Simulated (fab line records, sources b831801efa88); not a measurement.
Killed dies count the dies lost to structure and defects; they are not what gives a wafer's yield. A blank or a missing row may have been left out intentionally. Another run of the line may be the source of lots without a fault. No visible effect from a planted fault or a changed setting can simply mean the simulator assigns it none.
Matching of chambers    flow gf180mcu    GF_V2_CMP_26 on cmp-02 has 4 sister chambers
The step polishes, stops on SiO2, t overpolish 15 s, target thk 0 nm. 4 wafers are shown with their chamber, then 9 later ones without.

## WAFERS PAIRED WITH THEIR CHAMBERS
wafer   chamber  motor-current-A (A)
L323.1  3        11.3
L324.2  1        10.8
L324.3  0        11.5
L324.4  2        10.5

## WAFERS MISSING THEIR CHAMBER
wafer   motor-current-A (A)
L328.3  11.2
L328.4  10.7
L328.5  11.2
L330.1  10.9
L330.2  9.8
L330.4  10.0
L333.2  11.3
L333.3  10.5
L333.5  10.5

## WHICH CHAMBER EACH WENT THROUGH
wafer   from the rows above                in truth
L328.3  can't be placed: 3 or 0 or 1       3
L328.4  can't be placed: 1 or 2 or 3       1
L328.5  can't be placed: 3 or 0 or 1       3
L330.1  can't be placed: 1 or 2 or 3 or 0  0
L330.2  can't be placed: 2 or 1            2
L330.4  can't be placed: 2 or 1            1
L333.2  can't be placed: 3 or 0 or 1       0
L333.3  can't be placed: 2 or 1            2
L333.5  can't be placed: 2 or 1            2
Correctly placed: 0 of 9. These rows do not allow placing 9 (true chamber among the candidates in 9). 0 placed wrongly.
How it was worked out, from the rows above alone: a wafer's distance from a chamber is the root of the sum, over the readings, of the square of ((its reading less the chamber's mean) divided by the reading's scatter). If the next closest chamber is less than 2 further off than the closest, the wafer can't be placed; otherwise it belongs to the closest. Each chamber's mean is taken over the wafers shown for it. The scatter: root of mean squared gap, hidden wafer to nearest shown wafer, with one shown wafer a chamber.
